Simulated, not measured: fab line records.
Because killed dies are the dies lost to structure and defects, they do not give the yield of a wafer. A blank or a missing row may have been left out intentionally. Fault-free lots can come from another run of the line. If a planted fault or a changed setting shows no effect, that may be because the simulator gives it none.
fab line records + flow sfq-line
record
- lots=15
- wafers=44
- last-day=83
route steps=325 shown I4@164 M6@264 I6@276
lots with no fault: from the same line, run without faults
start-h: hours from the record's first day to the start of the lot's first wafer shown + wait-h: time in hours since the lot's previous step + " as in the row above + L1.1+2: a row that stands for several wafers + - no value, or no start was given + * or withheld: withheld + < > ~ a bound
route shown NAME@n: names a module that has steps shown in the file, with the first one's number in the route + usual: mean/standard deviation taken from wafers without a fault + same: alike in all rows + chamber/n: place in a boat + sites: per-site readings + _std_site: how widely they spread, as a standard deviation + _edge_site: mean of outer sites minus mean of inner sites + radius-mm: for every site, how far away it sits from the centre of the wafer + mask NAME#n: copy n + behind: tool/chamber where the wafer was last shaped + hold: cause of the lot's hold/its duration in hours/its outcome + device: which transistor (n, p or np) failed to switch + end of line: the same wafers' tests at the end of the route + a step without rows: its recipe alone + killed: dies lost to structure and defects at the first sort, not the wafer's yield + map: per-die view of a wafer (x killed, . not killed, _ where there is no die)
set.NAME: the setting the step ran with; set.NAME@STEP: the setting that earlier step ran with + model.NAME: the simulator's own value behind a step, which no gauge read
steps of the route over a sample of lots; a table a step, a row a wafer
services: from which hour (start-h, from the record's first day; less than 0 if before it) a tool's chamber was out of use, for how many hours, and why
## steps
# step SFQ_TRILAYER_I4_CMP_CMP_100
# recipe
- material=SiO2
- down-force-psi=3
- platen-rpm=60
- pad-velocity-m-s=0.94248
# usual
- motor-current-A=9.5/0.87
- time-to-endpoint-s=214/9
| lot.wafer | tool   | chamber | start-h | wait-h | motor-current-A | time-to-endpoint-s |
|-----------|--------|---------|---------|--------|-----------------|--------------------|
| L751.4    | cmp-02 | 1       | 1120.61 | 0.5    | 10.1            | 227                |
| L751.1    | "      | 2       | "       | "      | 8.2             | 219                |
| L751.6    | "      | 1       | 1122.61 | 2.5    | 9.8             | 228                |
| L752.1    | cmp-02 | 2       | 1158.61 | 0.5    | 8.4             | 202                |
| L752.5    | "      | 1       | 1160.11 | 2.0    | 9.9             | 208                |
| L752.6    | "      | 2       | "       | "      | 8.3             | 211                |
| L753.3    | cmp-01 | 2       | 1159.47 | 0.5    | 9.9             | 204                |
| L753.2    | "      | 0       | 1160.47 | 1.5    | 9.1             | 208                |
| L753.6    | "      | 1       | "       | "      | 8.4             | 220                |
| L754.3    | cmp-01 | 1       | 1162.12 | 0.0    | 8.9             | 206                |
| L754.5    | "      | 1       | 1164.12 | 2.0    | 8.6             | 203                |
| L754.6    | "      | 2       | "       | "      | 9.6             | 202                |
| L755.2    | cmp-01 | 1       | 1205.31 | 0.0    | 8.3             | 217                |
| L755.1    | "      | 0       | 1206.81 | 1.5    | 9.7             | 220                |
| L755.5    | "      | 1       | "       | "      | 8.6             | 217                |
| L756.2    | cmp-02 | 0       | 1213.15 | 1.8    | 9.1             | 215                |
| L756.1    | "      | 2       | 1214.15 | 2.8    | 8.4             | 218                |
| L756.6    | "      | 1       | 1215.65 | 4.3    | 9.9             | 230                |
| L764.2    | cmp-02 | 3       | 1280.02 | 6.5    | 9.3             | 190                |
| L764.1    | "      | 1       | 1281.02 | 7.5    | 9.9             | 220                |
| L764.5    | "      | 3       | 1282.02 | 8.5    | 9.3             | 198                |
| L765.3    | cmp-02 | 2       | 1287.02 | 8.7    | 8.1             | 207                |
| L765.2    | "      | 3       | "       | "      | 9.9             | 194                |
| L766.2    | cmp-02 | 0       | 1301.02 | 9.5    | 8.9             | 203                |
| L766.3    | "      | 2       | 1302.02 | 10.5   | 8.5             | 211                |
| L766.1    | "      | 3       | "       | "      | 10.3            | 206                |
| L769.1    | cmp-01 | 2       | 1361.92 | 28.4   | 9.5             | 209                |
| L769.6    | "      | 3       | "       | "      | 11.1            | 226                |
| L769.5    | "      | 0       | "       | "      | 9.6             | 216                |
| L770.4    | cmp-01 | 1       | 1382.20 | 27.0   | 8.6             | 215                |
| L770.1    | "      | 0       | 1383.70 | 28.6   | 9.6             | 205                |
| L770.6    | "      | 2       | 1384.70 | 29.5   | 10.1            | 199                |
| L771.1    | cmp-01 | 3       | 1388.20 | 29.5   | 10.2            | 220                |
| L771.3    | "      | 2       | 1389.70 | 31.0   | 9.8             | 209                |
| L771.5    | "      | 0       | 1390.70 | 31.9   | 9.4             | 219                |
| L772.4    | cmp-02 | 2       | 1391.89 | 30.7   | 8.5             | 222                |
| L772.3    | "      | 3       | "       | "      | 9.5             | 205                |
| L772.5    | "      | 2       | 1393.89 | 32.7   | 8.1             | 221                |
| L773.2    | cmp-02 | 3       | 1394.39 | 32.1   | 9.8             | 195                |
| L773.4    | "      | 2       | 1395.89 | 33.5   | 7.9             | 217                |
| L773.6    | "      | 0       | 1396.89 | 34.5   | 8.4             | 215                |
| L774.3    | cmp-01 | 0       | 1400.20 | 34.7   | 9.5             | 202                |
| L774.1    | "      | 1       | "       | "      | 8.8             | 204                |
| L774.5    | "      | 1       | 1402.70 | 37.1   | 9.2             | 197                |
# step SFQ_TRILAYER_I4_METRO_MEASURE_101
# usual
- thk-nm=199.8/1.2
| lot.wafer | tool          | chamber | start-h | wait-h | thk-nm |
|-----------|---------------|---------|---------|--------|--------|
| L751.1    | film-metro-03 | -       | 1123.23 | 0.1    | 200.3  |
| L751.4    | "             | -       | "       | "      | 201.0  |
| L751.6    | "             | -       | "       | "      | 200.9  |
| L752.1    | film-metro-04 | -       | 1161.23 | 0.1    | 198.4  |
| L752.5    | "             | -       | "       | "      | 200.0  |
| L752.6    | "             | -       | "       | "      | 198.7  |
| L753.2    | film-metro-01 | -       | 1162.29 | 0.3    | 199.3  |
| L753.3    | "             | -       | "       | "      | 198.8  |
| L753.6    | "             | -       | "       | "      | 199.6  |
| L754.3    | film-metro-04 | -       | 1165.64 | 0.5    | 199.7  |
| L754.5    | "             | -       | "       | "      | 199.5  |
| L754.6    | "             | -       | "       | "      | 199.5  |
| L755.1    | film-metro-04 | -       | 1208.43 | 0.1    | 201.5  |
| L755.2    | "             | -       | "       | "      | 199.7  |
| L755.5    | "             | -       | "       | "      | 199.0  |
| L756.1    | film-metro-04 | -       | 1216.27 | 0.1    | 200.8  |
| L756.2    | "             | -       | "       | "      | 201.1  |
| L756.6    | "             | -       | "       | "      | 200.9  |
| L764.1    | film-metro-04 | -       | 1283.14 | 0.1    | 200.7  |
| L764.2    | "             | -       | "       | "      | 217.6  |
| L764.5    | "             | -       | "       | "      | 219.0  |
| L765.2    | film-metro-04 | -       | 1289.34 | 0.3    | 218.9  |
| L765.3    | "             | -       | "       | "      | 199.3  |
| L766.1    | film-metro-03 | -       | 1304.14 | 0.1    | 195.3  |
| L766.2    | "             | -       | "       | "      | 219.5  |
| L766.3    | "             | -       | "       | "      | 198.2  |
| L769.1    | film-metro-03 | -       | 1363.54 | 0.1    | 198.3  |
| L769.5    | "             | -       | "       | "      | 199.6  |
| L769.6    | "             | -       | "       | "      | 199.1  |
| L770.1    | film-metro-03 | -       | 1385.32 | 0.1    | 198.8  |
| L770.4    | "             | -       | "       | "      | 199.3  |
| L770.6    | "             | -       | "       | "      | 198.7  |
| L771.1    | film-metro-01 | -       | 1391.32 | 0.1    | 200.6  |
| L771.3    | "             | -       | "       | "      | 198.2  |
| L771.5    | "             | -       | "       | "      | 198.2  |
| L772.3    | film-metro-04 | -       | 1394.91 | 0.5    | 198.8  |
| L772.4    | "             | -       | "       | "      | 199.7  |
| L772.5    | "             | -       | "       | "      | 199.7  |
| L773.2    | film-metro-01 | -       | 1397.71 | 0.3    | 197.0  |
| L773.4    | "             | -       | "       | "      | 199.5  |
| L773.6    | "             | -       | "       | "      | 200.1  |
| L774.1    | film-metro-04 | -       | 1403.32 | 0.1    | 198.6  |
| L774.3    | "             | -       | "       | "      | 199.4  |
| L774.5    | "             | -       | "       | "      | 199.2  |
# step SFQ_TRILAYER_I4_VIA_ETCH_VIA_ETCH_106
# recipe
- target=SiO2
- stop-on=Nb
- mask-material=PR
- taper-deg=20
- chemistry=CHF3
- target-depth-nm=260
- source-w=500
- bias-w=80
- pressure-mtorr=30
- time-s=withheld
# usual
- drypump-motor-current-A=5.7/0.53
- oes-product-au=0.854/0.0052
| lot.wafer | tool        | chamber | start-h | wait-h | drypump-motor-current-A | oes-product-au |
|-----------|-------------|---------|---------|--------|-------------------------|----------------|
| L751.1    | rie-diel-04 | 2       | 1156.96 | 0.0    | 6.1                     | 0.861          |
| L751.4    | "           | 1       | "       | "      | 6.0                     | 0.863          |
| L751.6    | "           | 3       | "       | "      | 5.6                     | 0.856          |
| L752.1    | rie-diel-03 | 0       | 1164.75 | 0.0    | 5.3                     | 0.860          |
| L752.5    | "           | 0       | "       | "      | 5.3                     | 0.859          |
| L752.6    | "           | 1       | "       | "      | 6.8                     | 0.856          |
| L753.2    | rie-diel-02 | 1       | 1165.95 | 0.0    | 5.1                     | 0.846          |
| L753.3    | "           | 3       | "       | "      | 6.0                     | 0.862          |
| L753.6    | "           | 3       | "       | "      | 6.0                     | 0.857          |
| L754.3    | rie-diel-04 | 0       | 1168.77 | 0.0    | 5.1                     | 0.854          |
| L754.5    | "           | 2       | "       | "      | 6.1                     | 0.858          |
| L754.6    | "           | 3       | "       | "      | 5.6                     | 0.850          |
| L755.1    | rie-diel-04 | 1       | 1213.96 | 0.0    | 6.0                     | 0.865          |
| L755.2    | "           | 2       | "       | "      | 6.1                     | 0.851          |
| L755.5    | "           | 1       | "       | "      | 6.0                     | 0.850          |
| L756.1    | rie-diel-02 | 1       | 1221.19 | 0.0    | 5.1                     | 0.851          |
| L756.2    | "           | 0       | "       | "      | 5.7                     | 0.850          |
| L756.6    | "           | 0       | "       | "      | 5.7                     | 0.858          |
| L764.1    | rie-diel-03 | 3       | 1388.66 | 0.0    | 5.2                     | 0.856          |
| L764.2    | "           | 0       | "       | "      | 5.3                     | 0.899          |
| L764.5    | "           | 3       | "       | "      | 5.2                     | 0.900          |
| L765.2    | rie-diel-02 | 0       | 1391.06 | 0.0    | 5.7                     | 0.898          |
| L765.3    | "           | 1       | "       | "      | 5.1                     | 0.849          |
| L766.1    | rie-diel-04 | 0       | 1398.26 | 0.0    | 5.2                     | 0.844          |
| L766.2    | "           | 3       | "       | "      | 5.6                     | 0.904          |
| L766.3    | "           | 1       | "       | "      | 6.0                     | 0.851          |
| L769.1    | rie-diel-03 | 3       | 1441.15 | 0.0    | 5.3                     | 0.852          |
| L769.5    | "           | 1       | "       | "      | 6.8                     | 0.849          |
| L769.6    | "           | 3       | "       | "      | 5.3                     | 0.854          |
| L770.1    | rie-diel-03 | 3       | 1473.55 | 0.0    | 5.2                     | 0.852          |
| L770.4    | "           | 1       | "       | "      | 6.7                     | 0.855          |
| L770.6    | "           | 2       | "       | "      | 5.7                     | 0.849          |
| L771.1    | rie-diel-02 | 1       | 1481.95 | 0.0    | 5.1                     | 0.856          |
| L771.3    | "           | 3       | "       | "      | 6.0                     | 0.853          |
| L771.5    | "           | 0       | "       | "      | 5.7                     | 0.856          |
| L772.3    | rie-diel-02 | 0       | 1487.95 | 0.0    | 5.7                     | 0.846          |
| L772.4    | "           | 3       | "       | "      | 6.0                     | 0.845          |
| L772.5    | "           | 1       | "       | "      | 5.1                     | 0.852          |
| L773.2    | rie-diel-03 | 2       | 1491.55 | 0.0    | 5.7                     | 0.854          |
| L773.4    | "           | 3       | "       | "      | 5.2                     | 0.847          |
| L773.6    | "           | 2       | "       | "      | 5.7                     | 0.846          |
| L774.1    | rie-diel-03 | 1       | 1502.32 | 0.0    | 6.8                     | 0.851          |
| L774.3    | "           | 3       | "       | "      | 5.2                     | 0.853          |
| L774.5    | "           | 3       | "       | "      | 5.2                     | 0.850          |
# step SFQ_TRILAYER_I4_VIA_STRIP_STRIP_107
# recipe
- gas=O2
- power-w=200
- platen-temp-c=40
- overash-fraction=0.65
- chemistry=O2
- pressure-mtorr=50
# usual
- drypump-motor-current-A=5.4/0.36
- oes-product-au=0.996/0.015
| lot.wafer | tool         | chamber | start-h | wait-h | drypump-motor-current-A | oes-product-au | rf-hours-counter-h |
|-----------|--------------|---------|---------|--------|-------------------------|----------------|--------------------|
| L751.1    | rie-metal-03 | 0       | 1157.07 | -      | 5.0                     | 0.987          | 129                |
| L751.4    | "            | 1       | "       | "      | 5.7                     | 0.972          | -                  |
| L751.6    | "            | 1       | "       | "      | 5.7                     | 0.984          | -                  |
| L752.1    | rie-metal-03 | 1       | 1164.87 | -      | 5.7                     | 0.980          | 120                |
| L752.5    | "            | 0       | "       | "      | 5.0                     | 1.000          | -                  |
| L752.6    | "            | 1       | "       | "      | 5.7                     | 0.986          | -                  |
| L753.2    | rie-metal-04 | 1       | 1166.27 | -      | 5.2                     | 1.009          | -                  |
| L753.3    | "            | 1       | "       | "      | 5.2                     | 1.001          | -                  |
| L753.6    | "            | 1       | "       | "      | 5.2                     | 1.004          | -                  |
| L754.3    | rie-metal-01 | 1       | 1169.28 | -      | 6.1                     | 0.995          | -                  |
| L754.5    | "            | 1       | "       | "      | 6.1                     | 0.995          | -                  |
| L754.6    | "            | 1       | "       | "      | 6.1                     | 1.009          | -                  |
| L755.1    | rie-metal-03 | 0       | 1214.07 | -      | 5.0                     | 1.019          | 3                  |
| L755.2    | "            | 1       | "       | "      | 5.7                     | 0.974          | 128                |
| L755.5    | "            | 0       | "       | "      | 5.0                     | 1.023          | -                  |
| L756.1    | rie-metal-01 | 1       | 1221.30 | -      | 6.1                     | 0.998          | 126                |
| L756.2    | "            | 0       | "       | "      | 5.4                     | 0.982          | 73                 |
| L756.6    | "            | 1       | "       | "      | 6.1                     | 0.995          | -                  |
| L764.1    | rie-metal-03 | 1       | 1388.78 | -      | 5.7                     | 0.972          | 21                 |
| L764.2    | "            | 0       | "       | "      | 5.0                     | 1.010          | 38                 |
| L764.5    | "            | 1       | "       | "      | 5.7                     | 0.978          | -                  |
| L765.2    | rie-metal-01 | 1       | 1391.38 | -      | 6.1                     | 0.983          | -                  |
| L765.3    | "            | 1       | "       | "      | 6.0                     | 0.983          | -                  |
| L766.1    | rie-metal-03 | 0       | 1398.38 | -      | 5.0                     | 1.016          | 39                 |
| L766.2    | "            | 1       | "       | "      | 5.7                     | 0.989          | 22                 |
| L766.3    | "            | 1       | "       | "      | 5.7                     | 0.973          | -                  |
| L769.1    | rie-metal-04 | 0       | 1441.26 | -      | 5.5                     | 0.983          | 47                 |
| L769.5    | "            | 0       | "       | "      | 5.5                     | 0.970          | -                  |
| L769.6    | "            | 1       | "       | "      | 5.2                     | 0.993          | -                  |
| L770.1    | rie-metal-03 | 0       | 1473.66 | -      | 5.0                     | 1.008          | 50                 |
| L770.4    | "            | 0       | "       | "      | 5.0                     | 1.011          | -                  |
| L770.6    | "            | 1       | "       | "      | 5.7                     | 0.981          | -                  |
| L771.1    | rie-metal-03 | 1       | 1482.06 | -      | 5.6                     | 0.986          | 34                 |
| L771.3    | "            | 1       | "       | "      | 5.7                     | 0.984          | -                  |
| L771.5    | "            | 1       | "       | "      | 5.7                     | 0.981          | -                  |
| L772.3    | rie-metal-03 | 1       | 1488.26 | -      | 5.7                     | 0.990          | -                  |
| L772.4    | "            | 0       | "       | "      | 5.0                     | 1.011          | -                  |
| L772.5    | "            | 0       | "       | "      | 5.0                     | 1.006          | -                  |
| L773.2    | rie-metal-04 | 0       | 1491.66 | -      | 5.5                     | 0.998          | 53                 |
| L773.4    | "            | 0       | "       | "      | 5.5                     | 0.982          | -                  |
| L773.6    | "            | 1       | "       | "      | 5.2                     | 1.015          | -                  |
| L774.1    | rie-metal-04 | 0       | 1502.43 | -      | 5.5                     | 0.992          | 56                 |
| L774.3    | "            | 1       | "       | "      | 5.2                     | 1.021          | -                  |
| L774.5    | "            | 1       | "       | "      | 5.2                     | 1.024          | -                  |
# step SFQ_TRILAYER_M6_STRIP_STRIP_163
# recipe
- gas=O2
- power-w=200
- platen-temp-c=40
- overash-fraction=0.65
- chemistry=O2
- pressure-mtorr=50
# usual
- drypump-motor-current-A=5.6/0.39
- oes-product-au=0.990/0.014
| lot.wafer | tool         | chamber | start-h | wait-h | drypump-motor-current-A | oes-product-au | rf-hours-counter-h |
|-----------|--------------|---------|---------|--------|-------------------------|----------------|--------------------|
| L751.1    | rie-metal-03 | 1       | 1472.47 | 0.1    | 5.7                     | 0.981          | 33                 |
| L751.4    | "            | 0       | "       | "      | 5.0                     | 1.010          | -                  |
| L751.6    | "            | 1       | "       | "      | 5.7                     | 0.984          | -                  |
| L752.1    | rie-metal-03 | 1       | 1539.25 | 0.1    | 5.7                     | 0.964          | 43                 |
| L752.5    | "            | 1       | "       | "      | 5.7                     | 0.972          | -                  |
| L752.6    | "            | 0       | "       | "      | 5.0                     | 1.013          | -                  |
| L753.2    | rie-metal-01 | 0       | 1624.77 | 0.1    | 5.3                     | 0.982          | 7                  |
| L753.3    | "            | 0       | "       | "      | 5.3                     | 0.974          | -                  |
| L753.6    | "            | 1       | "       | "      | 6.1                     | 0.979          | -                  |
| L754.3    | rie-metal-01 | 1       | 1629.77 | 0.2    | 6.1                     | 0.995          | -                  |
| L754.5    | "            | 0       | "       | "      | 5.4                     | 0.983          | -                  |
| L754.6    | "            | 1       | "       | "      | 6.1                     | 0.989          | -                  |
| L755.1    | rie-metal-03 | 0       | 1630.77 | 0.1    | 5.0                     | 1.011          | 75                 |
| L755.2    | "            | 1       | "       | "      | 5.7                     | 0.977          | 58                 |
| L755.5    | "            | 0       | "       | "      | 5.0                     | 1.013          | -                  |
| L756.1    | rie-metal-01 | 1       | 1634.37 | 0.1    | 6.1                     | 0.997          | 59                 |
| L756.2    | "            | 0       | "       | "      | 5.4                     | 0.981          | 8                  |
| L756.6    | "            | 0       | "       | "      | 5.4                     | 0.980          | -                  |
| L764.1    | rie-metal-01 | 0       | 1711.18 | 0.1    | 5.3                     | 0.968          | 20                 |
| L764.2    | "            | 1       | "       | "      | 6.1                     | 0.993          | 70                 |
| L764.5    | "            | 0       | "       | "      | 5.3                     | 0.987          | -                  |
| L765.2    | rie-metal-01 | 1       | 1713.58 | 0.1    | 6.1                     | 1.001          | 71                 |
| L765.3    | "            | 1       | "       | "      | 6.1                     | 1.004          | -                  |
| L766.1    | rie-metal-02 | 0       | 1715.78 | 0.1    | 5.6                     | 1.014          | 91                 |
| L766.2    | "            | 1       | "       | "      | 5.9                     | 0.998          | 107                |
| L766.3    | "            | 1       | "       | "      | 5.9                     | 1.002          | -                  |
| L769.1    | rie-metal-03 | 0       | 1721.78 | 0.1    | 5.0                     | 1.027          | 88                 |
| L769.5    | "            | 1       | "       | "      | 5.7                     | 0.979          | -                  |
| L769.6    | "            | 0       | "       | "      | 5.0                     | 1.010          | -                  |
| L770.1    | rie-metal-01 | 1       | 1766.25 | 0.1    | 6.1                     | 1.001          | 78                 |
| L770.4    | "            | 1       | "       | "      | 6.1                     | 1.006          | -                  |
| L770.6    | "            | 0       | "       | "      | 5.3                     | 0.968          | -                  |
| L771.1    | rie-metal-03 | 0       | 1768.75 | 0.1    | 5.0                     | 1.003          | 95                 |
| L771.3    | "            | 1       | "       | "      | 5.7                     | 0.985          | -                  |
| L771.5    | "            | 1       | "       | "      | 5.7                     | 0.986          | -                  |
| L772.3    | rie-metal-01 | 0       | 1780.98 | 0.2    | 5.3                     | 0.977          | -                  |
| L772.4    | "            | 1       | "       | "      | 6.1                     | 0.989          | -                  |
| L772.5    | "            | 0       | "       | "      | 5.3                     | 0.972          | -                  |
| L773.2    | rie-metal-03 | 1       | 1787.85 | 0.1    | 5.7                     | 0.987          | 82                 |
| L773.4    | "            | 0       | "       | "      | 5.0                     | 1.013          | -                  |
| L773.6    | "            | 0       | "       | "      | 5.0                     | 1.010          | -                  |
| L774.1    | rie-metal-03 | 1       | 1814.32 | 0.1    | 5.7                     | 0.975          | 85                 |
| L774.3    | "            | 1       | "       | "      | 5.7                     | 0.987          | -                  |
| L774.5    | "            | 0       | "       | "      | 5.0                     | 1.012          | -                  |
# step SFQ_I6_OVL_MEAS_942
# usual
- I6_OVL=0/5.1
| lot.wafer | tool       | chamber | start-h | wait-h | I6_OVL[nm] |
|-----------|------------|---------|---------|--------|------------|
| L751.1    | overlay-01 | -       | 1595.00 | 0.1    | 6          |
| L751.4    | "          | -       | "       | "      | 1          |
| L751.6    | "          | -       | "       | "      | 11         |
| L752.1    | overlay-01 | -       | 1603.63 | 0.1    | -2         |
| L752.5    | "          | -       | "       | "      | 2          |
| L752.6    | "          | -       | "       | "      | 3          |
| L753.2    | overlay-01 | -       | 1637.18 | 0.1    | -5         |
| L753.3    | "          | -       | "       | "      | -4         |
| L753.6    | "          | -       | "       | "      | -4         |
| L754.3    | overlay-02 | -       | 1725.15 | 0.1    | 2          |
| L754.5    | "          | -       | "       | "      | 8          |
| L754.6    | "          | -       | "       | "      | 1          |
| L755.1    | overlay-01 | -       | 1726.34 | 0.1    | 4          |
| L755.2    | "          | -       | "       | "      | 1          |
| L755.5    | "          | -       | "       | "      | 7          |
| L756.1    | overlay-02 | -       | 1727.54 | 0.1    | -6         |
| L756.2    | "          | -       | "       | "      | 0          |
| L756.6    | "          | -       | "       | "      | 0          |
| L764.1    | overlay-01 | -       | 1803.38 | 0.1    | 3          |
| L764.2    | "          | -       | "       | "      | 7          |
| L764.5    | "          | -       | "       | "      | 4          |
| L765.2    | overlay-02 | -       | 1809.39 | 0.1    | -3         |
| L765.3    | "          | -       | "       | "      | -6         |
| L766.1    | overlay-01 | -       | 1814.18 | 0.1    | 3          |
| L766.2    | "          | -       | "       | "      | 3          |
| L766.3    | "          | -       | "       | "      | 6          |
| L769.1    | overlay-01 | -       | 1823.78 | 0.1    | 2          |
| L769.5    | "          | -       | "       | "      | 1          |
| L769.6    | "          | -       | "       | "      | 6          |
| L770.1    | overlay-02 | -       | 1862.18 | 0.1    | 7          |
| L770.4    | "          | -       | "       | "      | -1         |
| L770.6    | "          | -       | "       | "      | -1         |
| L771.1    | overlay-01 | -       | 1866.98 | 0.1    | 8          |
| L771.3    | "          | -       | "       | "      | 5          |
| L771.5    | "          | -       | "       | "      | 5          |
| L772.3    | overlay-02 | -       | 1874.32 | 0.1    | 1          |
| L772.4    | "          | -       | "       | "      | 4          |
| L772.5    | "          | -       | "       | "      | 4          |
| L773.2    | overlay-02 | -       | 1876.94 | 0.1    | -3         |
| L773.4    | "          | -       | "       | "      | 0          |
| L773.6    | "          | -       | "       | "      | -4         |
| L774.1    | overlay-02 | -       | 1878.13 | 0.1    | -4         |
| L774.3    | "          | -       | "       | "      | -6         |
| L774.5    | "          | -       | "       | "      | -7         |
## services
| tool          | chamber | start-h | hours | kind   |
|---------------|---------|---------|-------|--------|
| film-metro-04 | -       | 1130.43 | 0.7   | pm     |
| rie-metal-01  | 0       | 1160.92 | 49.1  | repair |
| cmp-02        | -       | 1172.41 | 0.5   | repair |
| rie-metal-01  | -       | 1199.70 | 14.6  | pm     |
| film-metro-04 | -       | 1215.42 | 0.7   | pm     |
| cmp-02        | -       | 1247.41 | 0.8   | repair |
| film-metro-04 | -       | 1262.89 | 0.6   | pm     |
| cmp-02        | -       | 1266.13 | 1.9   | repair |
| cmp-02        | -       | 1271.10 | 0.8   | repair |
| rie-metal-03  | 1       | 1272.33 | 18.5  | repair |
| film-metro-04 | -       | 1325.62 | 0.6   | pm     |
| film-metro-04 | -       | 1328.60 | 1.0   | pm     |
| cmp-02        | -       | 1338.12 | 0.6   | repair |
| cmp-02        | -       | 1347.77 | 7.1   | repair |
| cmp-02        | -       | 1352.29 | 3.1   | repair |
| rie-metal-03  | -       | 1366.06 | 1.4   | pm     |
| rie-metal-01  | 1       | 1372.04 | 4.8   | repair |
| rie-metal-01  | 0       | 1390.89 | 7.9   | repair |
| cmp-02        | -       | 1415.22 | 1.3   | repair |
| cmp-02        | -       | 1428.55 | 4.0   | pm     |
| rie-metal-01  | -       | 1477.19 | 1.0   | repair |
| rie-metal-01  | -       | 1494.21 | 0.3   | repair |
| rie-metal-01  | -       | 1747.45 | 2.8   | pm     |
| rie-metal-01  | -       | 1763.33 | 2.4   | repair |
## key
first-sign
- step=SFQ_TRILAYER_I4_CMP_CMP_100
- reading=time-to-endpoint-s
- direction=down
- sigmas=2
- usual=*
- struck=*
effect
- step=SFQ_TRILAYER_I4_METRO_MEASURE_101
- reading=thk-nm
- direction=up
- sigmas=16
- usual=199.8
- struck=218.8
effect
- step=SFQ_TRILAYER_I4_VIA_ETCH_VIA_ETCH_106
- reading=oes-product-au
- direction=up
- sigmas=8.8
- usual=0.854
- struck=0.900
met-at SFQ_TRILAYER_I4_CMP_CMP_100
struck-lots L764,L765,L766
struck-wafers L764.2,L764.5,L765.2,L766.2
not-acting-at SFQ_TRILAYER_I4_VIA_STRIP_STRIP_107,SFQ_TRILAYER_M6_STRIP_STRIP_163,SFQ_I6_OVL_MEAS_942
onset-between 1213.15 1280.02
fault
- kind=process-parameter-drift
- tool=cmp-02
- chamber=-
- onset-h=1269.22
- steps=SFQ_TRILAYER_I4_CMP_CMP_100
- channel=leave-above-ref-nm
- offset=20
- shape=step
- end-h=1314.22
- scope=struck-wafers-only
- acts-in=these-recipes-only
- stated=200
